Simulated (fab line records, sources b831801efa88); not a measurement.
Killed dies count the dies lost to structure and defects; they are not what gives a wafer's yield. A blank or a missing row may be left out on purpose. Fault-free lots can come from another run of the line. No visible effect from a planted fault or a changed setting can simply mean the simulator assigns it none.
Comparing a struck lot with a sound one -- flow sky130 -- 20 steps out of a route of 708
Sound: the wafers L338.1, L338.2, L338.4. Wafers struck: L343.1, L343.2, L343.5. The cause comes at the end.
Each step with rows lists, per side, the tool, then ch with its chambers, then its first start. Under that, the readings that differ: sound wafers -- struck wafers -- difference of the means -- sigmas: that difference in standard deviations of wafers without a fault.
alike: readings with means less than 2 such deviations apart, plus words and numbers identical on both sides. not compared: withheld readings, readings lacking a value on some wafer, bounds such as >300 that could conceal the same value, and numbers that have no deviation in the record and whose values overlap.
A row with sigmas, a row that says differs or no value, or rows on one side alone: a step with any of these is where the two part. Numbers that don't overlap but have no deviation are shown without sigmas and don't part them. Lack of a reading on every wafer of one side parts them only where that side has two or more wafers.

first, 6 steps without rows for these wafers: SKY_DNWELL_COAT_02 (resist thk 2942 nm); SKY_DNWELL_SOFTBAKE_03; SKY_DNWELL_EXPOSE_04 (exposes mask DNM, target cd 3000 nm); SKY_DNWELL_PEB_05; SKY_DNWELL_DEVELOP_06 (develop time 60 s); SKY_DNWELL_IMPLANT_07.
SKY_DNWELL_STRIP_08: strips in O2/N2.
  sound on plasma_asher-04 ch 0,1, day 3 12:55; struck on plasma_asher-01 ch 0,1, day 4 21:19
  alike: drypump_motor_current_A, n2_flow_sccm, oes_product_au, strip_time_to_endpoint_s
  not compared: rf_hours_counter_h
SKY_DNWELL_TW_MEAS_09:
  sound on film_metro-04, day 3 13:01; struck on film_metro-01, day 4 21:25
  alike: DNWELL_TW
then, 4 steps without rows for these wafers: SKY_PWDE_DEHYDRATE_00 (time 60 s); SKY_PWDE_HMDS_01 (prime time 60 s); SKY_PWDE_COAT_02 (resist thk 3000 nm); SKY_PWDE_SOFTBAKE_03.
SKY_PWDE_EXPOSE_04: exposes mask PWDEM, target cd 840 nm.
  sound on iline_stepper-01 ch 0, day 3 20:55; struck on iline_stepper-01 ch 0, day 5 06:07
reading,sound,struck,difference,sigmas
mask,PWDEM#0 PWDEM#0 PWDEM#0,DNM#0 DNM#0 DNM#0,differs,
  alike: reticle_temp_C
then, 2 steps without rows for these wafers: SKY_PWDE_PEB_05; SKY_PWDE_DEVELOP_06 (develop time 60 s).
SKY_PWDE_OVL_MEAS_07:
  sound on overlay-01, day 4 05:08; struck on overlay-02, day 5 14:47
reading,sound,struck,difference,sigmas
PWDE_OVL (nm),0.9 0.6 0.1,- - -,no value on the struck wafers,
then, 1 step without rows for these wafers: SKY_PWDE_IMPLANT_08.
SKY_PWDE_STRIP_09: strips in O2/N2.
  sound on plasma_asher-01 ch 0,1, day 4 05:20; struck on plasma_asher-01 ch 0,1, day 5 14:58
reading,sound,struck,difference,sigmas
strip_time_to_endpoint_s (s),36.82 36.70 36.72,37.16 37.10 37.12,+0.38,+3
  alike: drypump_motor_current_A, n2_flow_sccm, oes_product_au
  not compared: rf_hours_counter_h
SKY_PWDE_TW_MEAS_10:
  sound on film_metro-02, day 4 05:26; struck on film_metro-04, day 5 15:04
reading,sound,struck,difference,sigmas
PWDE_TW,376 376 376,31 31 31,-345,-88
then, 1 step without rows for these wafers: SKY_NWELL_DEHYDRATE_03 (time 60 s).

## WHERE THEY PART
Earliest at SKY_PWDE_EXPOSE_04; latest, in this record, at SKY_PWDE_TW_MEAS_10.

WHY: whatever the simulator had introduced
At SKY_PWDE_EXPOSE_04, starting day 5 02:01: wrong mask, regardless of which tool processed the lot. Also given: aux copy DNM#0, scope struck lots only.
